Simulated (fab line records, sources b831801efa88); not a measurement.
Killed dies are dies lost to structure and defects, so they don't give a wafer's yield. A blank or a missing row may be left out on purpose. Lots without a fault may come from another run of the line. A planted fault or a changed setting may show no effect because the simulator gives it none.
fab line records | flow sky130
record lots=4 wafers=12 last_day=49
route steps=708 shown VIA2@527 METAL3@532 CAPM@537 PAD_OPEN@708
lots that met no fault: from a run of the same line without faults
start_h: hours from the record's first day to the start of the lot's first wafer shown | wait_h: hours since the lot's step before | " the same as in the row above | L1.1+2: a row that stands for several wafers | - no value, or no start given | * or withheld: withheld | < > ~ a bound
route shown NAME@n: a module of which the file shows steps, and the number in the route of the first | usual: mean/standard deviation of fault-free wafers | same: alike in all rows | chamber/n: place in a boat | sites: the reading at each site | _std_site: their standard deviation | _edge_site: outer sites' mean less inner sites' | radius_mm: how far each site lies from the wafer's centre | mask NAME#n: copy n | behind: the tool/chamber that last shaped the wafer | hold: why the lot was held/for how many hours/how that ended | device: the transistor (n, p or np) that didn't switch | end of line: the same wafers' tests at the end of the route | a step without rows: its recipe alone | killed: dies lost to structure and defects at the first sort, not the wafer's yield | map: a wafer's dies, x killed, . not, _ none there
set.NAME: the setting as run; set.NAME@STEP: as run at that earlier step | model.NAME: the simulator's own value behind a step, which no gauge read
lots at some steps of the route; a table a step, a row a wafer
services: from which hour (start_h, from the record's first day; less than 0 if before it) a tool's chamber was out of use, for how many hours, and why
## steps
# step SKY_VIA2_SPUTTER_20
# recipe material=TiN target_thk_nm=20 chamber_pressure_pa=5 power_w=4000 time_s=80
# step SKY_VIA2_CVD_21
# recipe material=W target_thk_nm=420 time_s=126.4 temp_c=400 pressure_torr=40
# step SKY_VIA2_CMP_24
# recipe stop_on=SiO2 t_overpolish_s=20 down_force_psi=3.5 platen_rpm=60 target_thk_nm=0 pad_velocity_m_s=0.94248
# step SKY_METAL3_SPUTTER_00
# recipe material=Ti target_thk_nm=15 power_w=3000 time_s=10 chamber_pressure_pa=0.4
# step SKY_METAL3_SPUTTER_01
# recipe material=TiN target_thk_nm=20 power_w=6500 time_s=16.7 chamber_pressure_pa=0.4
# step SKY_METAL3_SPUTTER_02
# recipe material=AlCu target_thk_nm=735 power_w=10600 time_s=39.1 chamber_pressure_pa=0.4
# step SKY_METAL3_SPUTTER_03
# recipe material=Ti target_thk_nm=5 power_w=3000 time_s=3.3 chamber_pressure_pa=0.4
# step SKY_METAL3_SPUTTER_04
# recipe material=TiN target_thk_nm=70 power_w=6500 time_s=58.3 chamber_pressure_pa=0.4
# step SKY_CAPM_CVD_00
# recipe material=SiO2 target_thk_nm=15.5 temp_c=400 time_s=withheld rf_w=450
# step SKY_CAPM_SPUTTER_02
# recipe material=TiN target_thk_nm=200 temp_c=300 power_w=6500 time_s=166.7 chamber_pressure_pa=0.4
# usual cathode_dc_power_W=6499.9/1.1 throttle_valve_pct=29.7/1.5
# columns lot.wafer tool chamber start_h wait_h cathode_dc_power_W throttle_valve_pct model.TiN_of_CAPM_SPUTTER_02.thk_nm
L244.1 pvd_sputter-03 - 904.84 0.1 6499.6 29.7 202.1
L244.2 " - " " 6500.1 31.2 203
L244.6 " - " " 6499.3 31.1 204.9
L252.1 pvd_sputter-03 - 952.66 0.1 6361.0 31.2 196.3
L252.5 " - " " 6360.1 30.5 195.8
L252.6 " - " " 6360.2 31.0 196.4
L253.2 pvd_sputter-03 - 961.27 0.0 6359.7 30.7 197.2
L253.5 " - " " 6362.1 29.6 196.1
L253.6 " - " " 6360.2 31.1 197.8
L256.2 pvd_sputter-01 - 986.14 0.0 6501.9 29.0 197.2
L256.4 " - " " 6499.6 31.1 202
L256.5 " - " " 6499.0 29.8 196.4
# step SKY_CAPM_DEHYDRATE_05
# recipe temp_c=200 time_s=60
# step SKY_CAPM_HMDS_06
# recipe prime_time_s=60 prime_temp_c=120
# step SKY_CAPM_COAT_07
# recipe resist=NOVOLAK spin_rpm=3000 resist_thk_nm=1140
# step SKY_CAPM_SOFTBAKE_08
# recipe temp_c=90 time_s=60 resist=NOVOLAK
# step SKY_CAPM_EXPOSE_09
# recipe mask_id=CAPM na=0.6 source_shape=conventional sigma_outer=0.6 polarization=unpolarized target_cd_nm=1000 dose_mj=159
# step SKY_CAPM_PEB_10
# recipe temp_c=withheld time_s=* resist=NOVOLAK
# step SKY_CAPM_DEVELOP_11
# recipe resist=NOVOLAK developer=TMAH develop_time_s=60 dev_temp_c=23
# step SKY_CAPM_METAL_ETCH_13
# recipe target_depth_nm=220 stop_on=SiO2 chemistry=Cl2/BCl3 target=TiN pressure_mtorr=10 icp_w=900 bias_w=48.5 Cl2_flow_sccm=60 bcl3_flow_sccm=30 time_s=62.9
# usual bias_w=48.51/0.16 drypump_motor_current_A=5.7/0.51 oes_product_au=0.940/0.0087 throttle_valve_pct=21.903/0.01
# columns lot.wafer tool chamber start_h wait_h bias_w drypump_motor_current_A oes_product_au rf_hours_counter_h throttle_valve_pct model.CAPM.feature_depth_nm model.etch.depth_nm
L244.1 rie_metal-02 0 929.52 0.0 48.54 6.3 0.950 17 21.893 202.1 202.1
L244.2 " 1 " " 48.58 5.4 0.953 11 21.900 203 203
L244.6 " 0 " " 48.60 6.3 0.964 - 21.893 204.9 204.9
L252.1 rie_metal-02 1 976.36 0.0 48.63 5.4 0.934 13 21.926 196.3 196.3
L252.5 " 1 " " 48.85 5.4 0.924 - 21.905 195.8 195.8
L252.6 " 0 " " 48.62 6.3 0.928 - 21.893 196.4 196.4
L253.2 rie_metal-02 0 985.41 0.0 48.49 6.3 0.933 1 21.896 197.2 197.2
L253.5 " 0 " " 48.55 6.3 0.929 - 21.909 196.1 196.1
L253.6 " 1 " " 48.39 5.4 0.936 - 21.903 197.8 197.8
L256.2 rie_metal-01 0 1009.01 0.0 48.57 6.3 0.932 13 21.901 197.2 197.2
L256.4 " 1 " " 48.90 5.0 0.945 - 21.905 202 202
L256.5 " 1 " " 48.70 5.0 0.931 - 21.894 196.4 196.4
# step SKY_CAPM_STRIP_14
# recipe chemistry=O2/N2 power_w=1400 pressure_mtorr=1500 platen_temp_c=withheld o2_flow_sccm=3000 n2_flow_sccm=300 overash_fraction=0.5
# step SKY_CAPM_STRIP_15
# recipe chemistry=post_etch_residue_remover time_s=1200 temp_c=72.5
# step SKY_CAPM_CLEAN_16
# recipe chemistry=IPA time_s=180 temp_c=25
# step SKY_CAPM_CLEAN_17
# recipe chemistry=O3/DIW dry=n2_spin
# step SKY_METAL3_DEHYDRATE_05
# recipe temp_c=200 time_s=60
# step SKY_METAL3_HMDS_06
# recipe prime_time_s=60 prime_temp_c=120
# step SKY_METAL3_COAT_07
# recipe resist=BARC temp_c=withheld time_s=withheld spin_rpm=3000 resist_thk_nm=60
# step SKY_METAL3_COAT_08
# recipe resist=KrF-thick spin_rpm=3000 resist_thk_nm=1140
# step SKY_METAL3_SOFTBAKE_09
# recipe temp_c=100 time_s=90 resist=KrF-thick
# step SKY_METAL3_EXPOSE_10
# recipe mask_id=MM3 na=0.68 source_shape=annular sigma_inner=0.4 sigma_outer=0.8 target_cd_nm=300 dose_mj=28
# step SKY_METAL3_PEB_11
# recipe peb_temp_c=withheld peb_time_s=withheld resist=KrF-thick
# step SKY_METAL3_DEVELOP_12
# recipe develop_time_s=60 resist=KrF-thick dev_temp_c=21
# step SKY_METAL3_DESCUM_15
# recipe chemistry=O2 source_power_w=150 bias_power_w=0 pressure_mtorr=10 temp_c=40 time_s=8
# step SKY_METAL3_ETCH_16
# recipe chemistry=N2/H2 target=BARC ion_energy_ev=200 bias_w=100 pressure_mtorr=30 n2_flow_sccm=100 h2_flow_sccm=200 icp_w=500 stop_on=SiO2 time_s=88.2 target_depth_a=600
# step SKY_METAL3_ETCH_17
# recipe target=SiO2 stop_on=TiN chemistry=C4F8/O2/Ar source_w=1500 bias_w=1200 pressure_mtorr=40 c4f8_flow_sccm=withheld O2_flow_sccm=6 Ar_flow_sccm=300 time_s=3.9 target_depth_a=150
# step SKY_METAL3_METAL_ETCH_18
# recipe target_depth_a=8450 stop_on=SiO2 over_etch_frac=0.3 time_s=183.1 chemistry=Cl2/BCl3 resist_sidewall_deg=88 pressure_mtorr=10 icp_w=900 bias_w=48.5 Cl2_flow_sccm=60 bcl3_flow_sccm=30
# step SKY_METAL3_STRIP_20
# recipe chemistry=post_etch_residue_remover time_s=1200 temp_c=72.5
# columns lot.wafer tool chamber start_h wait_h model.TiN_of_CAPM_SPUTTER_02.thk_nm
L244.1 wet_bench-02 2 955.53 0.1 201.2
L244.2 " 2 " " 202.2
L244.6 " 2 " " 204
L252.1 wet_bench-04 1 1000.90 0.1 195.4
L252.5 " 1 " " 195
L252.6 " 1 " " 195.5
L253.2 wet_bench-02 2 1010.17 0.1 196.4
L253.5 " 2 " " 195.3
L253.6 " 2 " " 196.9
L256.2 wet_bench-02 3 1033.12 0.1 196.4
L256.4 " 3 " " 201.2
L256.5 " 3 " " 195.5
# step SKY_PAD_OPEN_PROBE_99
# usual defect_limited_yield=82.2/1.8 killed_at_M0_to_M3=43/6.6 killed_at_M4_up=3.2/1.9 killed_at_contacts=25/5.3 killed_at_front_end=16/4.5 killed_at_other=0.3/0.63 killed_dies=87/8.9 killed_open=48/7.9 killed_short=39/5.3 sort_bin_3_pad_short=0.8/0.38 sort_bin_5_function=10.5/1.5 sort_bin_6_memory=6.4/1.2 sort_n_pass=405/8.9 sort_yield_pct=82.2/1.8
# same gross_dies=492 killed_at_back_side=0 sort_bin_4_leakage[%]=0 sort_bin_8_speed[%]=0
# columns lot.wafer tool chamber start_h wait_h defect_limited_yield[%] killed_at_M0_to_M3 killed_at_M4_up killed_at_contacts killed_at_front_end killed_at_other killed_dies killed_open killed_short sort_bin_3_pad_short[%] sort_bin_5_function[%] sort_bin_6_memory[%] sort_n_pass sort_yield_pct[%] model.etest.cap_mim.plate_ohm_sq
L244.1 prober-01 - 1117.74 0.1 81.3 47 4 31 10 0 92 58 33 0.6 12.0 6.1 400 81.3 5.974
L244.2 prober-01 - 1117.79 0.1 81.5 50 2 20 19 0 91 54 37 0.8 10.4 7.3 401 81.5 5.875
L244.6 prober-01 - 1117.99 0.2 83.3 46 1 26 8 1 82 46 35 1.2 9.3 6.1 410 83.3 5.826
L252.1 prober-01 - 1156.91 0.1 79.9 52 3 32 12 0 99 61 38 1.2 10.4 8.5 393 79.9 6.126
L252.5 prober-01 - 1157.11 0.2 82.5 40 1 31 14 0 86 53 33 0.6 10.4 6.5 406 82.5 6.132
L252.6 prober-01 - 1157.16 0.2 83.3 38 1 24 18 1 82 42 40 0.8 9.1 6.7 410 83.3 6.131
L253.2 prober-02 - 1160.24 0.1 79.1 59 1 20 23 0 103 56 46 0.6 12.6 7.7 389 79.1 6.085
L253.5 prober-02 - 1160.39 0.2 82.3 52 1 24 10 0 87 49 37 0.8 11.2 5.7 405 82.3 6.079
L253.6 prober-02 - 1160.44 0.2 85.0 35 1 21 17 0 74 35 39 0.8 8.3 5.9 418 85.0 6.058
L256.2 prober-01 - 1178.34 0.1 82.3 40 4 22 20 1 87 40 46 1.4 10.6 5.7 405 82.3 6.112
L256.4 prober-01 - 1178.44 0.2 82.3 39 3 34 11 0 87 45 42 0.8 10.4 6.5 405 82.3 5.967
L256.5 prober-01 - 1178.49 0.2 83.3 38 5 23 15 1 82 45 37 0.2 11.0 5.5 410 83.3 6.118
# killed by level:class
L244.1 CONTACT:geometric_particle:open=12 VIA1:geometric_particle:open=12 VIA3:geometric_particle:open=9 CONTACT:geometric_particle:short=6 LI_CONTACT:geometric_particle:open=6 VIA2:geometric_particle:open=6 METAL2:geometric_particle:short=4 LI_CONTACT:geometric_particle:short=4
L244.2 LI_CONTACT:geometric_particle:open=10 CONTACT:geometric_particle:open=9 VIA2:geometric_particle:open=9 VIA1:geometric_particle:open=8 VIA2:geometric_particle:short=7 VIA3:geometric_particle:open=7 FIELD_ISO:geometric_particle:open=6 METAL2:geometric_particle:short=6
L244.6 VIA1:geometric_particle:open=14 LI_CONTACT:geometric_particle:open=9 CONTACT:geometric_particle:open=6 LOCAL_INTERCONNECT:geometric_particle:short=5 METAL2:geometric_particle:short=5 METAL3:geometric_particle:short=5 VIA3:geometric_particle:short=4 VIA2:geometric_particle:open=4
L252.1 VIA1:geometric_particle:open=12 VIA3:geometric_particle:open=11 CONTACT:geometric_particle:open=10 LI_CONTACT:geometric_particle:open=10 CONTACT:geometric_particle:short=6 METAL3:geometric_particle:short=5 VIA2:geometric_particle:open=5 VIA1:geometric_particle:short=4
L252.5 CONTACT:geometric_particle:open=17 VIA1:geometric_particle:open=10 LI_CONTACT:geometric_particle:open=8 METAL2:geometric_particle:short=5 VIA1:geometric_particle:short=4 POLY_GATE:geometric_particle:short=4 POLY_GATE:geometric_particle:open=4 VIA2:geometric_particle:short=4
L252.6 CONTACT:geometric_particle:open=12 METAL2:geometric_particle:short=8 VIA1:geometric_particle:open=7 CONTACT:geometric_particle:short=6 VIA3:geometric_particle:open=6 FIELD_ISO:geometric_particle:open=4 FIELD_ISO:geometric_particle:short=4 VIA1:geometric_particle:short=4
L253.2 VIA2:geometric_particle:open=17 FIELD_ISO:geometric_particle:open=11 FIELD_ISO:geometric_particle:short=6 LOCAL_INTERCONNECT:geometric_particle:short=6 METAL2:geometric_particle:short=6 VIA2:geometric_particle:short=6 LI_CONTACT:geometric_particle:open=5 METAL1:geometric_particle:short=5
L253.5 VIA1:geometric_particle:open=13 VIA3:geometric_particle:open=12 LI_CONTACT:geometric_particle:open=8 METAL2:geometric_particle:short=7 CONTACT:geometric_particle:open=6 LI_CONTACT:geometric_particle:short=4 CONTACT:geometric_particle:short=4 METAL1:geometric_particle:short=4
L253.6 LI_CONTACT:geometric_particle:open=8 CONTACT:geometric_particle:open=6 VIA1:geometric_particle:open=6 FIELD_ISO:geometric_particle:open=5 FIELD_ISO:geometric_particle:short=5 METAL1:geometric_particle:short=5 VIA1:geometric_particle:short=5 POLY_GATE:geometric_particle:short=4
L256.2 FIELD_ISO:geometric_particle:short=12 CONTACT:geometric_particle:open=11 CONTACT:geometric_particle:short=7 VIA3:geometric_particle:open=7 VIA2:geometric_particle:open=6 METAL1:geometric_particle:short=6 VIA1:geometric_particle:open=6 METAL2:geometric_particle:short=5
L256.4 CONTACT:geometric_particle:open=14 CONTACT:geometric_particle:short=8 LI_CONTACT:geometric_particle:open=7 METAL3:geometric_particle:short=7 VIA1:geometric_particle:short=6 VIA1:geometric_particle:open=6 METAL1:geometric_particle:short=5 METAL2:geometric_particle:short=4
L256.5 CONTACT:geometric_particle:open=12 VIA2:geometric_particle:open=8 VIA1:geometric_particle:open=7 METAL1:geometric_particle:short=5 FIELD_ISO:geometric_particle:open=4 CONTACT:geometric_particle:short=4 LI_CONTACT:geometric_particle:short=4 METAL2:geometric_particle:short=4
## services
# columns tool chamber start_h hours kind
rie_metal-01 1 891.71 4.9 repair
pvd_sputter-01 - 927.11 4.4 repair
rie_metal-02 0 937.93 - clean
rie_metal-02 0 937.93 24.1 scheduled_down
rie_metal-02 0 937.93 24.1 vent_cycle
pvd_sputter-03 1 944.52 - consumable_replace:kit
pvd_sputter-03 1 944.52 18.0 scheduled_down
pvd_sputter-03 1 944.52 18.0 vent_cycle
pvd_sputter-01 0 949.81 - consumable_replace:kit
pvd_sputter-01 0 949.81 18.0 scheduled_down
pvd_sputter-01 0 949.81 18.0 vent_cycle
pvd_sputter-03 - 961.74 3.9 repair
pvd_sputter-01 - 997.86 2.1 repair
## key
first_sign step=SKY_CAPM_SPUTTER_02 reading=cathode_dc_power_W direction=down sigmas=99+ usual=6499.9 struck=6360.6
effect none on later readings
model_effect step=SKY_CAPM_SPUTTER_02 value=TiN_of_CAPM_SPUTTER_02.thk_nm without=200.9 struck=196.6
model_effect step=SKY_CAPM_METAL_ETCH_13 value=CAPM.feature_depth_nm without=200.9 struck=196.6
model_effect step=SKY_METAL3_STRIP_20 value=TiN_of_CAPM_SPUTTER_02.thk_nm without=200 struck=195.8
model_effect step=SKY_PAD_OPEN_PROBE_99 value=etest.cap_mim.plate_ohm_sq without=5.972 struck=6.102
met_at SKY_CAPM_SPUTTER_02
struck_wafers L252.1,L252.5,L252.6,L253.2,L253.5,L253.6
onset_between 904.84 952.66
fault kind=process_parameter_drift tool=pvd_sputter-03 chamber=- onset_h=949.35 steps=SKY_CAPM_SPUTTER_02 channel=power_w offset=* shape=step end_h=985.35 acts_in=* stated=*
